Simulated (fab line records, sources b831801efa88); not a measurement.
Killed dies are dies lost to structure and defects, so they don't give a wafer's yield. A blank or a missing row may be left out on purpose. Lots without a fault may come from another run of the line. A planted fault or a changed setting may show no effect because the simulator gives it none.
Which tool did it? | flow sky130 | 10 lots, 30 wafers sampled, at 5 steps of a route of 708

WHAT THE GAUGES READ, wafer by wafer
SKY_SD_N_RS_MEAS_16: measures by four-point-probe.
lot  | measured     | on            | SD_N_RS (ohm/sq)
L591 | day 28 22:25 | film_metro-03 | 68.61 68.47 68.45
L592 | day 29 00:59 | film_metro-01 | 68.47 68.49 68.56
L595 | day 30 06:48 | film_metro-01 | 68.44 68.51 68.53
L596 | day 30 14:39 | film_metro-03 | 68.37 68.62 68.52
L603 | day 32 23:22 | film_metro-01 | 65.90 66.01 65.89
L604 | day 33 09:01 | film_metro-01 | 66.21 65.97 66.00
L606 | day 34 03:50 | film_metro-04 | 66.18 65.97 66.01
L609 | day 34 20:40 | film_metro-03 | 68.38 68.59 68.54
L610 | day 34 23:35 | film_metro-01 | 68.33 68.33 68.52
L611 | day 35 10:37 | film_metro-04 | 68.64 68.49 68.66

WHICH TOOL RAN EACH LOT (tool, then ch and the chambers of the sampled wafers, then the start)
lot  | SKY_POLY_CUT_ETCH_10               | SKY_POLY_CUT_STRIP_12                | SKY_SD_N_IMPLANT_09             | SKY_SD_N_STRIP_11
L591 | rie_diel-04 ch 0,1,2, day 25 06:55 | plasma_asher-01 ch 0,1, day 25 06:59 | implanter-03 ch 0, day 28 21:43 | plasma_asher-02 ch 0,1, day 28 22:01
L592 | rie_diel-04 ch 0,2, day 25 11:16   | plasma_asher-04 ch 0,1, day 25 11:20 | implanter-03 ch 0, day 29 00:19 | plasma_asher-03 ch 0,1, day 29 00:37
L595 | rie_diel-03 ch 0,1,2, day 26 17:14 | plasma_asher-04 ch 0,1, day 26 17:21 | implanter-03 ch 0, day 30 06:07 | plasma_asher-03 ch 0,1, day 30 06:25
L596 | rie_diel-02 ch 2,3, day 27 02:25   | plasma_asher-03 ch 0,1, day 27 02:31 | implanter-01 ch 0, day 30 13:55 | plasma_asher-02 ch 0,1, day 30 14:13
L603 | rie_diel-03 ch 2,3, day 29 11:07   | plasma_asher-03 ch 0,1, day 29 11:11 | implanter-01 ch 0, day 32 22:40 | plasma_asher-03 ch 0,1, day 32 22:58
L604 | rie_diel-04 ch 0,1,2, day 29 20:47 | plasma_asher-03 ch 0,1, day 29 20:54 | implanter-01 ch 0, day 33 08:21 | plasma_asher-02 ch 0,1, day 33 08:37
L606 | rie_diel-02 ch 1,2, day 30 17:34   | plasma_asher-03 ch 0, day 30 17:39   | implanter-01 ch 0, day 34 03:09 | plasma_asher-02 ch 0,1, day 34 03:25
L609 | rie_diel-03 ch 0,2, day 31 06:46   | plasma_asher-01 ch 0,1, day 31 06:51 | implanter-03 ch 0, day 34 19:58 | plasma_asher-03 ch 0,1, day 34 20:16
L610 | rie_diel-02 ch 1,2,3, day 31 14:22 | plasma_asher-03 ch 0,1, day 31 14:26 | implanter-03 ch 0, day 34 22:53 | plasma_asher-04 ch 0,1, day 34 23:11
L611 | rie_diel-02 ch 1,2,3, day 32 03:55 | plasma_asher-03 ch 0,1, day 32 03:59 | implanter-02 ch 0, day 35 09:55 | plasma_asher-04 ch 0,1, day 35 10:13
- SKY_POLY_CUT_ETCH_10: etches BARC in N2/H2, stops on SiO2, time 45.9 s, target depth 60 nm.
- SKY_POLY_CUT_STRIP_12: strips in O2/N2.
- SKY_SD_N_IMPLANT_09
- SKY_SD_N_STRIP_11: strips in O2/N2.

WHAT THE TOOLS THEMSELVES READ (means of the sampled wafers that have a number; where no wafer has one, the mark that the record gives instead)
SKY_POLY_CUT_ETCH_10.
lot  | tool        | drypump_motor_current_A (A) | oes_product_au (a.u.) | throttle_valve_pct (%)
L591 | rie_diel-04 | 6.04                        | 0.851                 | 13.222
L592 | rie_diel-04 | 5.72                        | 0.851                 | 13.227
L595 | rie_diel-03 | 5.85                        | 0.855                 | 13.219
L596 | rie_diel-02 | 6.23                        | 0.859                 | 13.228
L603 | rie_diel-03 | 5.60                        | 0.854                 | 13.215
L604 | rie_diel-04 | 6.04                        | 0.853                 | 13.230
L606 | rie_diel-02 | 6.15                        | 0.852                 | 13.230
L609 | rie_diel-03 | 6.00                        | 0.851                 | 13.229
L610 | rie_diel-02 | 6.15                        | 0.855                 | 13.224
L611 | rie_diel-02 | 6.12                        | 0.857                 | 13.216

SKY_POLY_CUT_STRIP_12.
lot  | tool            | drypump_motor_current_A (A) | oes_product_au (a.u.) | strip_time_to_endpoint_s (s)
L591 | plasma_asher-01 | 6.1                         | 0.450                 | 5.365
L592 | plasma_asher-04 | 5.3                         | 0.447                 | 5.348
L595 | plasma_asher-04 | 5.1                         | 0.457                 | 5.334
L596 | plasma_asher-03 | 5.2                         | 0.453                 | 5.367
L603 | plasma_asher-03 | 5.2                         | 0.449                 | 5.356
L604 | plasma_asher-03 | 5.2                         | 0.454                 | 5.361
L606 | plasma_asher-03 | 5.1                         | 0.456                 | 5.358
L609 | plasma_asher-01 | 6.1                         | 0.454                 | 5.353
L610 | plasma_asher-03 | 5.2                         | 0.452                 | 5.334
L611 | plasma_asher-03 | 5.1                         | 0.452                 | 5.362

SKY_SD_N_IMPLANT_09.
lot  | tool         | beam_energy_keV | beam_on_s (s) | dose_ions_cm2 | faraday_current_uA
L591 | implanter-03 | 50.020          | 20.7          | 4e+15         | 10626
L592 | implanter-03 | 50.027          | 20.7          | 4e+15         | 10625
L595 | implanter-03 | 50.006          | 20.7          | 4e+15         | 10625
L596 | implanter-01 | 49.978          | 20.2          | 4e+15         | 10874
L603 | implanter-01 | 49.983          | 27.7          | 6e+15         | 11133
L604 | implanter-01 | 49.986          | 28.0          | 6e+15         | 11026
L606 | implanter-01 | 50.000          | 28.2          | 6e+15         | 10952
L609 | implanter-03 | 50.008          | 20.4          | 4e+15         | 10749
L610 | implanter-03 | 49.993          | 21.0          | 4e+15         | 10477
L611 | implanter-02 | 50.010          | 19.8          | 4e+15         | 11069

SKY_SD_N_STRIP_11.
lot  | tool            | drypump_motor_current_A (A) | oes_product_au (a.u.) | strip_time_to_endpoint_s (s)
L591 | plasma_asher-02 | 4.86                        | 0.527                 | 22.60
L592 | plasma_asher-03 | 5.25                        | 0.530                 | 22.52
L595 | plasma_asher-03 | 5.18                        | 0.525                 | 22.61
L596 | plasma_asher-02 | 4.86                        | 0.531                 | 22.56
L603 | plasma_asher-03 | 5.18                        | 0.518                 | 23.53
L604 | plasma_asher-02 | 4.86                        | 0.517                 | 23.55
L606 | plasma_asher-02 | 4.86                        | 0.516                 | 23.44
L609 | plasma_asher-03 | 5.24                        | 0.531                 | 22.57
L610 | plasma_asher-04 | 5.11                        | 0.529                 | 22.58
L611 | plasma_asher-04 | 5.28                        | 0.526                 | 22.52

THE ANSWER, worked out from the rows above alone
Rule: what is usual is taken from the lots themselves. Put in order of their means at a reading, lots are off if they are a third of the lots or fewer, leave a main group of 4 or more, and stand apart from it by a gap of 3 or more times the standard deviation of the main group's means; of several such gaps the widest counts. A main group whose means are all the same, to the digits that the tables above print for the reading, isn't used. A lot without any number at a reading at which 4 lots or more have one is off too. The other lots that the step has rows for count as sound. The gauges are gone through in route order, then the tools' own readings, and for those a lot's mean is taken as printed above. The first step at which some lot is off is used, and at that step the reading that is off furthest; a lot without a number counts as furthest.
Off: L603, L604, L606, at SKY_SD_N_RS_MEAS_16 (SD_N_RS). The main group: mean 68.50 ohm/sq, standard deviation 0.055.
A tool fits if, at a process step before that reading, it ran every lot that is off, and no sound lot after the first of them. The gauges at SKY_SD_N_RS_MEAS_16 aren't tried: what is off there is off at SKY_SD_N_IMPLANT_09 too, on other tools, and a gauge's error can't cause that. One fits: implanter-01 at SKY_SD_N_IMPLANT_09. Its last sound lot is L596 (day 30 13:55), its first lot that is off L603 (day 32 22:40): a fault that began between those two fits.
The tool's own readings at SKY_SD_N_IMPLANT_09 bear it out: on the lots that are off they differ by more than 5 times the standard deviation of the sound lots' means. beam_on_s reads 28.0 s there against 20.5 s on the sound lots; dose_ions_cm2 reads 6e+15 there against 4e+15 on the sound lots.

WHAT THE SIMULATOR HAD PUT IN
Process parameter drift: implanter-01, from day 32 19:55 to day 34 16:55, at SKY_SD_N_IMPLANT_09. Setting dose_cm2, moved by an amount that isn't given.
Lots struck among those shown: L603, L604, L606. The rule above found the same.
